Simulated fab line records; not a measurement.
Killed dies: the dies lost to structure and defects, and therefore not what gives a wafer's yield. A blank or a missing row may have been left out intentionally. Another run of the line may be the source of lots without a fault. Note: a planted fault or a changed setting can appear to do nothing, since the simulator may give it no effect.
Which tool did it? || flow sfq-line || 42 wafers from 14 lots sampled at 4 of the route's 325 steps

## WHAT EACH GAUGE READ, for each wafer
The record lacks any reading of a measuring or inspecting step that a usual standard deviation could be used to judge.

## TOOL THAT RAN EACH LOT (tool first, then ch and the chambers of the sampled wafers, then the start)
{"lot": "L676", "SFQ_TRILAYER_I0_DEP_PECVD_027": "pecvd-01 ch 0,1,2, day 13 22:53", "SFQ_TRILAYER_I0_VIA_STRIP_STRIP_035": "rie-metal-01 ch 1, day 19 21:38", "SFQ_TRILAYER_I1_VIA_ETCH_VIA_ETCH_052": "rie-diel-04 ch 0,1,2, day 26 17:29", "SFQ_TRILAYER_M2_STRIP_STRIP_061": "rie-metal-02 ch 0,1, day 32 15:29"}
{"lot": "L677", "SFQ_TRILAYER_I0_DEP_PECVD_027": "pecvd-02 ch 0,1,2, day 14 10:53", "SFQ_TRILAYER_I0_VIA_STRIP_STRIP_035": "rie-metal-03 ch 0,1, day 20 08:26", "SFQ_TRILAYER_I1_VIA_ETCH_VIA_ETCH_052": "rie-diel-04 ch 2,3, day 27 05:32", "SFQ_TRILAYER_M2_STRIP_STRIP_061": "rie-metal-04 ch 0,1, day 33 02:29"}
{"lot": "L678", "SFQ_TRILAYER_I0_DEP_PECVD_027": "pecvd-02 ch 0,1,2, day 14 21:42", "SFQ_TRILAYER_I0_VIA_STRIP_STRIP_035": "rie-metal-01 ch 0,1, day 20 20:22", "SFQ_TRILAYER_I1_VIA_ETCH_VIA_ETCH_052": "rie-diel-02 ch 2,3, day 27 12:26", "SFQ_TRILAYER_M2_STRIP_STRIP_061": "rie-metal-02 ch 0,1, day 33 04:41"}
{"lot": "L679", "SFQ_TRILAYER_I0_DEP_PECVD_027": "pecvd-03 ch 0,1,2, day 14 22:55", "SFQ_TRILAYER_I0_VIA_STRIP_STRIP_035": "rie-metal-01 ch 0,1, day 20 22:58", "SFQ_TRILAYER_I1_VIA_ETCH_VIA_ETCH_052": "rie-diel-04 ch 0,2,3, day 27 16:02", "SFQ_TRILAYER_M2_STRIP_STRIP_061": "rie-metal-02 ch 0,1, day 33 08:29"}
{"lot": "L682", "SFQ_TRILAYER_I0_DEP_PECVD_027": "pecvd-01 ch 0,1, day 15 02:29", "SFQ_TRILAYER_I0_VIA_STRIP_STRIP_035": "rie-metal-01 ch 0,1, day 21 08:22", "SFQ_TRILAYER_I1_VIA_ETCH_VIA_ETCH_052": "rie-diel-04 ch 1,3, day 28 05:32", "SFQ_TRILAYER_M2_STRIP_STRIP_061": "rie-metal-03 ch 0,1, day 33 23:48"}
{"lot": "L683", "SFQ_TRILAYER_I0_DEP_PECVD_027": "pecvd-02 ch 0,1, day 15 03:42", "SFQ_TRILAYER_I0_VIA_STRIP_STRIP_035": "rie-metal-01 ch 0,1, day 21 10:58", "SFQ_TRILAYER_I1_VIA_ETCH_VIA_ETCH_052": "rie-diel-02 ch 1,3, day 28 06:44", "SFQ_TRILAYER_M2_STRIP_STRIP_061": "rie-metal-03 ch 0,1, day 34 03:36"}
{"lot": "L684", "SFQ_TRILAYER_I0_DEP_PECVD_027": "pecvd-03 ch 1,2, day 15 04:53", "SFQ_TRILAYER_I0_VIA_STRIP_STRIP_035": "rie-metal-04 ch 0,1, day 21 14:26", "SFQ_TRILAYER_I1_VIA_ETCH_VIA_ETCH_052": "rie-diel-03 ch 1,2,3, day 28 09:08", "SFQ_TRILAYER_M2_STRIP_STRIP_061": "rie-metal-03 ch 0,1, day 34 08:19"}
{"lot": "L686", "SFQ_TRILAYER_I0_DEP_PECVD_027": "pecvd-03 ch 0,1,2, day 15 07:18", "SFQ_TRILAYER_I0_VIA_STRIP_STRIP_035": "rie-metal-01 ch 0,1, day 21 21:34", "SFQ_TRILAYER_I1_VIA_ETCH_VIA_ETCH_052": "rie-diel-02 ch 0,2,3, day 29 17:01", "SFQ_TRILAYER_M2_STRIP_STRIP_061": "rie-metal-03 ch 0,1, day 36 03:31"}
{"lot": "L688", "SFQ_TRILAYER_I0_DEP_PECVD_027": "pecvd-01 ch 0,1,2, day 16 23:41", "SFQ_TRILAYER_I0_VIA_STRIP_STRIP_035": "rie-metal-03 ch 0,1, day 23 12:10", "SFQ_TRILAYER_I1_VIA_ETCH_VIA_ETCH_052": "rie-diel-03 ch 2,3, day 30 01:50", "SFQ_TRILAYER_M2_STRIP_STRIP_061": "rie-metal-04 ch 0,1, day 36 12:08"}
{"lot": "L690", "SFQ_TRILAYER_I0_DEP_PECVD_027": "pecvd-03 ch 1,2, day 17 19:01", "SFQ_TRILAYER_I0_VIA_STRIP_STRIP_035": "rie-metal-01 ch 0,1, day 24 08:29", "SFQ_TRILAYER_I1_VIA_ETCH_VIA_ETCH_052": "rie-diel-04 ch 2,3, day 30 20:48", "SFQ_TRILAYER_M2_STRIP_STRIP_061": "rie-metal-03 ch 0,1, day 37 08:27"}
{"lot": "L695", "SFQ_TRILAYER_I0_DEP_PECVD_027": "pecvd-03 ch 0,1,2, day 19 21:02", "SFQ_TRILAYER_I0_VIA_STRIP_STRIP_035": "rie-metal-01 ch 0,1, day 26 01:58", "SFQ_TRILAYER_I1_VIA_ETCH_VIA_ETCH_052": "rie-diel-02 ch 0,1, day 32 17:16", "SFQ_TRILAYER_M2_STRIP_STRIP_061": "rie-metal-02 ch 0,1, day 38 16:11"}
{"lot": "L697", "SFQ_TRILAYER_I0_DEP_PECVD_027": "pecvd-02 ch 0,1, day 20 19:50", "SFQ_TRILAYER_I0_VIA_STRIP_STRIP_035": "rie-metal-04 ch 0,1, day 26 23:42", "SFQ_TRILAYER_I1_VIA_ETCH_VIA_ETCH_052": "rie-diel-02 ch 0,1,2, day 33 10:27", "SFQ_TRILAYER_M2_STRIP_STRIP_061": "rie-metal-02 ch 0,1, day 39 08:59"}
{"lot": "L698", "SFQ_TRILAYER_I0_DEP_PECVD_027": "pecvd-02 ch 1,2, day 21 13:58", "SFQ_TRILAYER_I0_VIA_STRIP_STRIP_035": "rie-metal-01 ch 0,1, day 28 03:18", "SFQ_TRILAYER_I1_VIA_ETCH_VIA_ETCH_052": "rie-diel-04 ch 0,2,3, day 34 15:41", "SFQ_TRILAYER_M2_STRIP_STRIP_061": "rie-metal-03 ch 0,1, day 40 06:35"}
{"lot": "L699", "SFQ_TRILAYER_I0_DEP_PECVD_027": "pecvd-01 ch 0, day 22 00:47", "SFQ_TRILAYER_I0_VIA_STRIP_STRIP_035": "rie-metal-01 ch 0,1, day 28 10:30", "SFQ_TRILAYER_I1_VIA_ETCH_VIA_ETCH_052": "rie-diel-04 ch 0,1, day 35 02:02", "SFQ_TRILAYER_M2_STRIP_STRIP_061": "rie-metal-04 ch 0, day 40 18:06"}
- SFQ_TRILAYER_I0_DEP_PECVD_027: deposits SiO2 from SiH4/N2O, time 111.11 s, target thk 500 nm.
- SFQ_TRILAYER_I0_VIA_STRIP_STRIP_035: strips in O2.
- SFQ_TRILAYER_I1_VIA_ETCH_VIA_ETCH_052: etches SiO2 in CHF3, stops on Nb, target depth 260 nm.
- SFQ_TRILAYER_M2_STRIP_STRIP_061: strips in O2.

## AS READ BY THE TOOLS THEMSELVES (means over the sampled wafers that have a number; for cases with no such wafer, the mark the record gives instead)
SFQ_TRILAYER_I0_DEP_PECVD_027. Usual: heater-power-w 86 W, standard deviation 6.6; throttle-valve-pct 24.8 %, standard deviation 1.2.
{"lot": "L676", "tool": "pecvd-01", "heater-power-w (W)": 92, "throttle-valve-pct (%)": 25.7, "flag": ""}
{"lot": "L677", "tool": "pecvd-02", "heater-power-w (W)": 84, "throttle-valve-pct (%)": 24.9, "flag": ""}
{"lot": "L678", "tool": "pecvd-02", "heater-power-w (W)": 86, "throttle-valve-pct (%)": 25.0, "flag": ""}
{"lot": "L679", "tool": "pecvd-03", "heater-power-w (W)": 87, "throttle-valve-pct (%)": 23.4, "flag": ""}
{"lot": "L682", "tool": "pecvd-01", "heater-power-w (W)": 89, "throttle-valve-pct (%)": 25.7, "flag": ""}
{"lot": "L683", "tool": "pecvd-02", "heater-power-w (W)": 87, "throttle-valve-pct (%)": 25.3, "flag": ""}
{"lot": "L684", "tool": "pecvd-03", "heater-power-w (W)": 84, "throttle-valve-pct (%)": 23.7, "flag": ""}
{"lot": "L686", "tool": "pecvd-03", "heater-power-w (W)": 91, "throttle-valve-pct (%)": 23.4, "flag": ""}
{"lot": "L688", "tool": "pecvd-01", "heater-power-w (W)": 88, "throttle-valve-pct (%)": 25.7, "flag": ""}
{"lot": "L690", "tool": "pecvd-03", "heater-power-w (W)": 81, "throttle-valve-pct (%)": 23.9, "flag": ""}
{"lot": "L695", "tool": "pecvd-03", "heater-power-w (W)": 83, "throttle-valve-pct (%)": 23.7, "flag": ""}
{"lot": "L697", "tool": "pecvd-02", "heater-power-w (W)": 88, "throttle-valve-pct (%)": 25.7, "flag": ""}
{"lot": "L698", "tool": "pecvd-02", "heater-power-w (W)": 79, "throttle-valve-pct (%)": 25.6, "flag": ""}
{"lot": "L699", "tool": "pecvd-01", "heater-power-w (W)": 89, "throttle-valve-pct (%)": 26.6, "flag": ""}

SFQ_TRILAYER_I0_VIA_STRIP_STRIP_035. Usual: drypump-motor-current-A 6.0 A, standard deviation 0.52; he-backside-leak-sccm 3.52 sccm, standard deviation 0.19; oes-product-au 0.996 a.u., standard deviation 0.01.
{"lot": "L676", "tool": "rie-metal-01", "drypump-motor-current-A (A)": 6.5, "he-backside-leak-sccm (sccm)": 3.89, "oes-product-au (a.u.)": 0.986, "flag": ""}
{"lot": "L677", "tool": "rie-metal-03", "drypump-motor-current-A (A)": 5.4, "he-backside-leak-sccm (sccm)": 3.20, "oes-product-au (a.u.)": 0.993, "flag": ""}
{"lot": "L678", "tool": "rie-metal-01", "drypump-motor-current-A (A)": 6.2, "he-backside-leak-sccm (sccm)": 3.71, "oes-product-au (a.u.)": 0.994, "flag": ""}
{"lot": "L679", "tool": "rie-metal-01", "drypump-motor-current-A (A)": 5.9, "he-backside-leak-sccm (sccm)": 3.60, "oes-product-au (a.u.)": 0.989, "flag": ""}
{"lot": "L682", "tool": "rie-metal-01", "drypump-motor-current-A (A)": 6.2, "he-backside-leak-sccm (sccm)": 3.61, "oes-product-au (a.u.)": 0.989, "flag": ""}
{"lot": "L683", "tool": "rie-metal-01", "drypump-motor-current-A (A)": 5.9, "he-backside-leak-sccm (sccm)": 3.59, "oes-product-au (a.u.)": 0.986, "flag": ""}
{"lot": "L684", "tool": "rie-metal-04", "drypump-motor-current-A (A)": 6.2, "he-backside-leak-sccm (sccm)": 3.23, "oes-product-au (a.u.)": 0.998, "flag": ""}
{"lot": "L686", "tool": "rie-metal-01", "drypump-motor-current-A (A)": 6.2, "he-backside-leak-sccm (sccm)": 3.58, "oes-product-au (a.u.)": 0.984, "flag": ""}
{"lot": "L688", "tool": "rie-metal-03", "drypump-motor-current-A (A)": 5.3, "he-backside-leak-sccm (sccm)": 3.35, "oes-product-au (a.u.)": 0.999, "flag": ""}
{"lot": "L690", "tool": "rie-metal-01", "drypump-motor-current-A (A)": 6.2, "he-backside-leak-sccm (sccm)": 3.66, "oes-product-au (a.u.)": 0.986, "flag": ""}
{"lot": "L695", "tool": "rie-metal-01", "drypump-motor-current-A (A)": 5.9, "he-backside-leak-sccm (sccm)": 3.56, "oes-product-au (a.u.)": 1.000, "flag": ""}
{"lot": "L697", "tool": "rie-metal-04", "drypump-motor-current-A (A)": 6.2, "he-backside-leak-sccm (sccm)": 3.39, "oes-product-au (a.u.)": 1.015, "flag": ""}
{"lot": "L698", "tool": "rie-metal-01", "drypump-motor-current-A (A)": 6.2, "he-backside-leak-sccm (sccm)": 3.63, "oes-product-au (a.u.)": 1.002, "flag": ""}
{"lot": "L699", "tool": "rie-metal-01", "drypump-motor-current-A (A)": 5.8, "he-backside-leak-sccm (sccm)": 3.57, "oes-product-au (a.u.)": 0.992, "flag": ""}

SFQ_TRILAYER_I1_VIA_ETCH_VIA_ETCH_052. Usual: drypump-motor-current-A 5.7 A, standard deviation 0.6; oes-product-au 0.855 a.u., standard deviation 0.0048; rf-fwd-power-W 498.3 W, standard deviation 1.7.
{"lot": "L676", "tool": "rie-diel-04", "drypump-motor-current-A (A)": 5.6, "oes-product-au (a.u.)": 0.857, "rf-fwd-power-W (W)": 498.2, "flag": ""}
{"lot": "L677", "tool": "rie-diel-04", "drypump-motor-current-A (A)": 6.2, "oes-product-au (a.u.)": 0.853, "rf-fwd-power-W (W)": 499.6, "flag": ""}
{"lot": "L678", "tool": "rie-diel-02", "drypump-motor-current-A (A)": 5.2, "oes-product-au (a.u.)": 0.855, "rf-fwd-power-W (W)": 500.5, "flag": ""}
{"lot": "L679", "tool": "rie-diel-04", "drypump-motor-current-A (A)": 6.1, "oes-product-au (a.u.)": 0.851, "rf-fwd-power-W (W)": 497.6, "flag": ""}
{"lot": "L682", "tool": "rie-diel-04", "drypump-motor-current-A (A)": 5.2, "oes-product-au (a.u.)": 0.854, "rf-fwd-power-W (W)": 497.8, "flag": ""}
{"lot": "L683", "tool": "rie-diel-02", "drypump-motor-current-A (A)": 6.2, "oes-product-au (a.u.)": 0.857, "rf-fwd-power-W (W)": 498.9, "flag": ""}
{"lot": "L684", "tool": "rie-diel-03", "drypump-motor-current-A (A)": 5.5, "oes-product-au (a.u.)": 0.861, "rf-fwd-power-W (W)": 499.5, "flag": ""}
{"lot": "L686", "tool": "rie-diel-02", "drypump-motor-current-A (A)": 5.6, "oes-product-au (a.u.)": 0.856, "rf-fwd-power-W (W)": 497.3, "flag": ""}
{"lot": "L688", "tool": "rie-diel-03", "drypump-motor-current-A (A)": 5.7, "oes-product-au (a.u.)": 0.856, "rf-fwd-power-W (W)": 497.6, "flag": ""}
{"lot": "L690", "tool": "rie-diel-04", "drypump-motor-current-A (A)": 6.4, "oes-product-au (a.u.)": 0.858, "rf-fwd-power-W (W)": 498.0, "flag": ""}
{"lot": "L695", "tool": "rie-diel-02", "drypump-motor-current-A (A)": 6.0, "oes-product-au (a.u.)": 0.850, "rf-fwd-power-W (W)": 417.5, "flag": "OFF"}
{"lot": "L697", "tool": "rie-diel-02", "drypump-motor-current-A (A)": 5.6, "oes-product-au (a.u.)": 0.855, "rf-fwd-power-W (W)": 417.7, "flag": "OFF"}
{"lot": "L698", "tool": "rie-diel-04", "drypump-motor-current-A (A)": 6.1, "oes-product-au (a.u.)": 0.863, "rf-fwd-power-W (W)": 498.1, "flag": ""}
{"lot": "L699", "tool": "rie-diel-04", "drypump-motor-current-A (A)": 5.0, "oes-product-au (a.u.)": 0.856, "rf-fwd-power-W (W)": 499.2, "flag": ""}

SFQ_TRILAYER_M2_STRIP_STRIP_061. Usual: drypump-motor-current-A 5.7 A, standard deviation 0.49; he-backside-leak-sccm 3.43 sccm, standard deviation 0.2; oes-product-au 1.002 a.u., standard deviation 0.01.
{"lot": "L676", "tool": "rie-metal-02", "drypump-motor-current-A (A)": 5.9, "he-backside-leak-sccm (sccm)": 3.41, "oes-product-au (a.u.)": 1.005, "flag": ""}
{"lot": "L677", "tool": "rie-metal-04", "drypump-motor-current-A (A)": 6.2, "he-backside-leak-sccm (sccm)": 3.34, "oes-product-au (a.u.)": 1.008, "flag": ""}
{"lot": "L678", "tool": "rie-metal-02", "drypump-motor-current-A (A)": 5.9, "he-backside-leak-sccm (sccm)": 3.50, "oes-product-au (a.u.)": 1.004, "flag": ""}
{"lot": "L679", "tool": "rie-metal-02", "drypump-motor-current-A (A)": 5.5, "he-backside-leak-sccm (sccm)": 3.42, "oes-product-au (a.u.)": 0.998, "flag": ""}
{"lot": "L682", "tool": "rie-metal-03", "drypump-motor-current-A (A)": 5.4, "he-backside-leak-sccm (sccm)": 3.16, "oes-product-au (a.u.)": 0.990, "flag": ""}
{"lot": "L683", "tool": "rie-metal-03", "drypump-motor-current-A (A)": 5.3, "he-backside-leak-sccm (sccm)": 3.50, "oes-product-au (a.u.)": 1.000, "flag": ""}
{"lot": "L684", "tool": "rie-metal-03", "drypump-motor-current-A (A)": 5.3, "he-backside-leak-sccm (sccm)": 3.45, "oes-product-au (a.u.)": 0.991, "flag": ""}
{"lot": "L686", "tool": "rie-metal-03", "drypump-motor-current-A (A)": 5.3, "he-backside-leak-sccm (sccm)": 3.36, "oes-product-au (a.u.)": 0.996, "flag": ""}
{"lot": "L688", "tool": "rie-metal-04", "drypump-motor-current-A (A)": 6.2, "he-backside-leak-sccm (sccm)": 3.47, "oes-product-au (a.u.)": 1.018, "flag": ""}
{"lot": "L690", "tool": "rie-metal-03", "drypump-motor-current-A (A)": 5.3, "he-backside-leak-sccm (sccm)": 3.45, "oes-product-au (a.u.)": 0.989, "flag": ""}
{"lot": "L695", "tool": "rie-metal-02", "drypump-motor-current-A (A)": 5.5, "he-backside-leak-sccm (sccm)": 3.44, "oes-product-au (a.u.)": 1.006, "flag": ""}
{"lot": "L697", "tool": "rie-metal-02", "drypump-motor-current-A (A)": 5.5, "he-backside-leak-sccm (sccm)": 3.60, "oes-product-au (a.u.)": 1.006, "flag": ""}
{"lot": "L698", "tool": "rie-metal-03", "drypump-motor-current-A (A)": 5.4, "he-backside-leak-sccm (sccm)": 3.43, "oes-product-au (a.u.)": 1.001, "flag": ""}
{"lot": "L699", "tool": "rie-metal-04", "drypump-motor-current-A (A)": 6.2, "he-backside-leak-sccm (sccm)": 3.47, "oes-product-au (a.u.)": 1.000, "flag": ""}

## THE ANSWER, worked out from the rows above alone
Rule: take the mean of a lot's wafers that have a number; if it is more than 3 standard deviations from the usual mean, the lot is off. A lot without any number at a reading at which 4 lots or more have one is off too. Any other lot the step has rows for is counted as sound. The gauges are gone through in route order, then the tools' own readings, and for those a lot's mean is taken as printed above. At the first step where some lot is off, the reading lying furthest off is the one used; lots without a number count as furthest.
Off: L695, L697 (SFQ_TRILAYER_I1_VIA_ETCH_VIA_ETCH_052, rf-fwd-power-W).
A tool fits if, at that step or a process step before it, it ran every lot that is off, and no sound lot after the first of them. One candidate fits, namely rie-diel-02 at SFQ_TRILAYER_I1_VIA_ETCH_VIA_ETCH_052. A fault onset in the window from L686 (day 29 17:01, its last sound lot) to L695 (day 32 17:16, its first lot off) fits.
On the lots that are off, the tool's own readings at SFQ_TRILAYER_I1_VIA_ETCH_VIA_ETCH_052 differ by more than 5 times the standard deviation of the sound lots' means, which bears it out; rf-fwd-power-W reads 417.6 W there versus 498.5 W on the sound lots.

## WHAT HAD BEEN PUT IN BY THE SIMULATOR
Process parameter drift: rie-diel-02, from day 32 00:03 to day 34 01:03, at SFQ_TRILAYER_I1_VIA_ETCH_VIA_ETCH_052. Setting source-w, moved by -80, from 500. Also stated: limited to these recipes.
Lots struck among those shown: L695, L697. The rule given above showed the same thing.
